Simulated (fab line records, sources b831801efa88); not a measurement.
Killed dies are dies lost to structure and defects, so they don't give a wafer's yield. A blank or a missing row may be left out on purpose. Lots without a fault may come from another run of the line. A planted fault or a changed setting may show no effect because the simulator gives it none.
A struck lot beside a sound one | flow sfq_line | 14 steps out of a route of 325
Sound: wafers L145.1, L145.3, L145.4. Struck: wafers L151.1, L151.5, L151.6. The cause comes at the end.
At each step with rows: each side's tool, then ch and its chambers, then its first start. Under that, the readings that differ: sound wafers | struck wafers | difference of the means | sigmas: that difference in standard deviations of wafers without a fault.
alike: readings whose means differ by less than 2 such deviations, and words and numbers that are the same on both sides. not compared: withheld readings, readings that some wafer has no value for, bounds like >300 that may hide the same value, and numbers for which the record gives no deviation and whose values overlap.
The two part at a step that has a row with sigmas, a row that says differs or no value, or rows on one side only. Numbers that don't overlap but have no deviation are shown without sigmas and don't part them. A reading that every wafer of one side lacks parts them only if that side has two wafers or more.

SFQ_TRILAYER_M6_BARC_OPEN_METAL_ETCH_206: etches BARC in O2, target depth 125 nm, time 41.7 s.
  sound on rie_metal-02 ch 0,1, day 72 11:31; struck on rie_metal-04 ch 0,1, day 77 20:01
  alike: drypump_motor_current_A, oes_product_au
  not compared: rf_hours_counter_h
SFQ_TRILAYER_M6_ETCH_METAL_ETCH_162: etches Nb in Cl2/Ar, stops on SiO2, target depth 240 nm, time 120 s.
  sound on rie_metal-02 ch 0,1, day 72 11:35; struck on rie_metal-04 ch 0,1, day 77 20:04
  alike: drypump_motor_current_A, oes_product_au
  not compared: rf_hours_counter_h
then, 2 steps without rows for these wafers: SFQ_TRILAYER_M6_STRIP_STRIP_163 (strips in O2); SFQ_TRILAYER_M6_STRIP_SOLV_CLEAN_164 (cleans in NMP, time 600 s).
SFQ_TRILAYER_I6_DEP_PECVD_165: deposits SiO2 from SiH4/N2O, time 111.11 s, target thk 500 nm.
  sound on pecvd-02 ch 0,1, day 72 12:29; struck on pecvd-03 ch 0,1, day 77 20:59
  alike: chamber_pressure_Torr, heater_power_w, throttle_valve_pct
SFQ_TRILAYER_I6_CMP_CMP_166: polishes SiO2.
  sound on cmp-01 ch 0,1,2, day 72 13:02; struck on cmp-02 ch 2,3, day 78 05:50
  alike: motor_current_A, slurry_flow_ml_min, time_to_endpoint_s
SFQ_I6_BOW_MEAS_941:
  sound on film_metro-04, day 72 16:02; struck on film_metro-01, day 78 08:50
  alike: I6_BOW
SFQ_TRILAYER_I6_METRO_MEASURE_167:
  sound on film_metro-04, day 72 16:09; struck on film_metro-01, day 78 08:58
  alike: thk_nm
then, 4 steps without rows for these wafers: SFQ_TRILAYER_I6_VIA_LITHO_COAT_174 (resist thk 62 nm); SFQ_TRILAYER_I6_VIA_LITHO_COAT_169 (resist thk 650 nm); SFQ_TRILAYER_I6_VIA_LITHO_SOFTBAKE_173; SFQ_TRILAYER_I6_VIA_LITHO_EXPOSE_170 (exposes mask I6, target cd 700 nm).
SFQ_TRILAYER_I6_VIA_LITHO_PEB_172: peb time 60 s.
  sound on litho_track-02 ch 0, day 77 00:40; struck on litho_track-03, day 79 13:46
  no value came back on the struck wafers for chill_plate_temp_C (C), exhaust_pa (Pa), peb_time_s (s); on the sound wafers chill_plate_temp_C (C) reads 23.07 22.98 23.22
then, 1 step without rows for these wafers: SFQ_TRILAYER_I6_VIA_LITHO_DEVELOP_171 (time 60 s).

WHERE THEY PART
Only at SFQ_TRILAYER_I6_VIA_LITHO_PEB_172, within this record.

WHY: what the simulator had put in
Skipped step whole: litho_track-03, from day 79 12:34 on, at SFQ_TRILAYER_I6_VIA_LITHO_PEB_172. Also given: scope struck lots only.
